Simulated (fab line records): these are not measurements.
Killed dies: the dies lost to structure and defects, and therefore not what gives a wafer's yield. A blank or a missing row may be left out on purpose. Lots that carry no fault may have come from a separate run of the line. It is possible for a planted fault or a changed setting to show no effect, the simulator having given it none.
The same fault as seen by 2 desks ; flow gf180mcu ; only its own numbers are on each desk; what lay behind them is given at the end

== METROLOGY DESK ==
What the gauges read for every lot (on any tool): the sampled wafers with a number, averaged. Marked OUT: a lot whose mean sits more than 4 standard deviations from the usual mean, which makes it out of limits; the brackets give that distance.
Columns: A = NWELL_OVL at GF_NWELL_OVL_MEAS_07, usual -0.7 nm; B = MVSD_TW at GF_MVSD_TW_MEAS_11, usual 1581; C = VT_IMPLANT_2_TW at GF_VT_IMPLANT_TW_MEAS_21, usual 1216
lot;first seen here;A;B;C
L597;day 3 10:13;-0.1;1576;1214
L598;day 3 12:55;-1.2;1574;1227
L600;day 3 22:22;-0.0;1576;1228
L601;day 4 05:49;-1.7;1601;1231
L602;day 4 10:17;-0.5;1576;1198
L606;day 5 13:01;-0.1;1576;1207
L607;day 5 17:19;-0.3;1573;1091 (-11) OUT
L609;day 6 00:10;-1.1;1608;1086 (-12) OUT
L611;day 6 14:46;-0.3;1565;1206
L613;day 7 00:49;0.2;1583;1218
L616;day 7 17:23;-0.7;1569;1201
L618;day 8 04:01;-2.6;1577;1213
L619;day 8 10:46;-1.4;1573;1223
Per this desk, out of limits: L607, L609; the first was L607, day 9 00:46 (VT_IMPLANT_2_TW at GF_VT_IMPLANT_TW_MEAS_21). L597, L598, L600, L601, L602, L606, L611, L613, L616, L618, L619: within limits.

== AT THE TOOL OWNER'S DESK: implanter-02 ==
The tool's own readings at GF_VT_IMPLANT_IMPLANT_19, given as means over the sampled wafers that have a number, one for each lot that went through this tool. Marked OUT: a lot whose mean sits more than 4 standard deviations from the usual mean, which makes it out of limits; the brackets give that distance.
Columns: A = beam-on-s at GF_VT_IMPLANT_IMPLANT_19, usual 9.99 s; B = tilt-deg at GF_VT_IMPLANT_IMPLANT_19, usual 6.995 degrees
lot;first seen here;A;B
L598;day 6 12:23;10.03;7.015
L601;day 7 12:57;9.79;6.992
L606;day 8 21:09;10.08;7.006
L607;day 9 00:32;10.01;0.021 (-99 or more) OUT
L609;day 9 09:30;9.97;0.017 (-99 or more) OUT
This desk finds L607, L609 out of limits, L607 being first, at day 9 00:32 (tilt-deg at GF_VT_IMPLANT_IMPLANT_19). L598, L601, L606: within limits.

== PUT TOGETHER ==
The tool owner's desk could have raised an alarm at day 9 00:32, on L607, L609.
On L607, L609, the metrology desk was in a position to raise an alarm at day 9 00:46.
All the named lots went through GF_VT_IMPLANT_IMPLANT_19 on implanter-02.

== WHAT THE SIMULATOR HAD INSERTED ==
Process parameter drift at GF_VT_IMPLANT_IMPLANT_19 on implanter-02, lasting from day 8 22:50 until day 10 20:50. Setting tilt-deg shifted by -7 from 7. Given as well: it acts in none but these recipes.
Lots struck among those shown: L607, L609.
Counting hours from when the fault started, the first reading out of limits came at 2 for the tool owner's desk and at 2 for the metrology desk.
